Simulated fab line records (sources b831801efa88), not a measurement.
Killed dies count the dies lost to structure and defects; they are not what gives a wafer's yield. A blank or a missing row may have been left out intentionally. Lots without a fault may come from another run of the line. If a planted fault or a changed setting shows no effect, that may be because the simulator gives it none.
Which tool was responsible?	flow sky130	14 lots with 42 wafers sampled at 2 steps, on a route of 708 steps

## WHAT THE GAUGES SHOWED, per wafer
The record holds no reading of a measuring or inspecting step that can be judged against a usual standard deviation.

## EACH LOT AND THE TOOL THAT RAN IT (in order: tool; ch and the chambers of the sampled wafers; start)
lot	SKY_VIA1_STRIP_16	SKY_PAD_OPEN_PROBE_99
L703	plasma_asher-01 ch 0,1, day 34 02:05	-
L704	plasma_asher-02 ch 0,1, day 34 07:46	-
L707	plasma_asher-01 ch 0,1, day 36 00:42	prober-02, day 47 09:01
L708	plasma_asher-01 ch 0,1, day 36 08:14	prober-01, day 47 14:11
L710	plasma_asher-01 ch 0,1, day 37 00:28	-
L711	plasma_asher-04 ch 0,1, day 37 05:46	-
L714	plasma_asher-04 ch 0,1, day 37 21:25	prober-01, day 48 16:29
L713	plasma_asher-04 ch 0,1, day 38 00:31	prober-01, day 48 19:04
L716	plasma_asher-02 ch 0, day 38 08:55	prober-01, day 49 03:53
L718	plasma_asher-01 ch 0,1, day 38 19:03	-
L719	plasma_asher-02 ch 0,1, day 38 19:28	prober-02, day 49 12:17
L720	plasma_asher-02 ch 0,1, day 39 02:11	prober-01, day 49 14:20
L723	plasma_asher-01 ch 1, day 40 16:10	prober-02, day 50 15:35
L724	plasma_asher-02 ch 0,1, day 40 20:06	prober-02, day 50 21:55
- SKY_VIA1_STRIP_16: strips in O2/N2.
- SKY_PAD_OPEN_PROBE_99

## WHAT THE TOOLS THEMSELVES READ (means of the sampled wafers that have a number; where no wafer has one, the mark that the record gives instead)
SKY_VIA1_STRIP_16.
lot	tool	drypump_motor_current_A (A)	n2_flow_sccm (sccm)	oes_product_au (a.u.)	strip_time_to_endpoint_s (s)
L703	plasma_asher-01	5.8	300.4	0.415	4.466
L704	plasma_asher-02	6.0	300.5	0.420	4.440
L707	plasma_asher-01	5.6	300.9	0.416	4.479
L708	plasma_asher-01	5.8	300.5	0.415	4.479
L710	plasma_asher-01	5.9	300.0	0.416	4.450
L711	plasma_asher-04	5.4	299.5	0.413	4.488
L714	plasma_asher-04	5.4	300.3	0.416	4.451
L713	plasma_asher-04	5.7	300.0	0.416	4.467
L716	plasma_asher-02	6.5	299.5	0.415	4.445
L718	plasma_asher-01	5.8	301.0	0.411	4.403
L719	plasma_asher-02	6.3	300.4	0.418	4.453
L720	plasma_asher-02	6.3	299.4	0.416	4.467
L723	plasma_asher-01	5.3	298.8	0.414	4.431
L724	plasma_asher-02	6.3	300.2	0.417	4.459

SKY_PAD_OPEN_PROBE_99.
lot	tool	defect_limited_yield (%)	killed_at_M0_to_M3	killed_at_M4_up	killed_at_contacts	killed_at_front_end	killed_at_other	killed_dies	killed_open	killed_short	sort_bin_3_pad_short (%)	sort_bin_5_function (%)	sort_bin_6_memory (%)	sort_n_pass	sort_yield_pct (%)
L707	prober-02	82.9	36	3.0	29	16	0.3	84	42	42	1.1	9.9	6.0	408	82.9
L708	prober-01	82.4	44	2.0	20	20	0.7	87	49	38	0.8	10.4	6.4	405	82.4
L714	prober-01	82.9	44	3.7	20	16	0.3	84	46	38	0.6	10.2	6.2	408	82.9
L713	prober-01	83.9	39	3.7	22	14	0.7	79	46	34	0.4	9.7	6.0	413	83.9
L716	prober-01	81.7	41	3.0	33	12	0.3	90	47	42	0.9	11.1	6.2	402	81.7
L719	prober-02	84.3	42	1.3	19	14	0.0	77	40	37	0.6	9.6	5.4	415	84.3
L720	prober-01	74.3	92	2.7	16	16	0.7	127	47	32	2.4	14.6	8.6	365	74.3
L723	prober-02	82.9	39	3.3	23	18	0.3	84	48	36	0.5	10.6	6.0	408	82.9
L724	prober-02	74.9	85	2.7	20	15	0.0	124	43	34	3.1	15.6	6.4	368	74.9

## THE ANSWER, worked out from the rows above alone
Rule: what is usual is taken from the lots themselves. The widest of any qualifying gaps counts: lots, ordered by their means at a reading, are off when they make up no more than a third of the lots, leave a main group of 4 or more, and stand apart from it by 3 or more times the standard deviation of that group's means. If all means in a main group match to the digits the tables above print for the reading, that group is not used. A lot without any number at a reading at which 4 lots or more have one is off too. Where the step has rows for the other lots, those lots are counted as sound. Order of review: gauges by route order, followed by the tools' own readings, for which a lot's mean as printed above is used. At the first step where some lot is off, the reading lying furthest off is the one used; lots without a number count as furthest.
Off at SKY_PAD_OPEN_PROBE_99 (killed_at_M0_to_M3): L720, L724. For the main group the mean is 41 and the standard deviation 2.7. Neither off nor sound, because the step has no rows for them: L703, L704, L710, L711, L718.
A tool fits if, at that step or a process step before it, it ran every lot that is off, and no sound lot after the first of them. One fits: plasma_asher-02 at SKY_VIA1_STRIP_16. Its last sound lot is L719 (day 38 19:28), its first lot that is off L720 (day 39 02:11): a fault that began between those two fits.

## WHAT WAS PUT IN BY THE SIMULATOR
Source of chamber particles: plasma_asher-02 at SKY_VIA1_STRIP_16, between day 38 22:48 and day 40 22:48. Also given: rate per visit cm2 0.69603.
Shown lots that were struck: L720, L724. The rule above found the same.
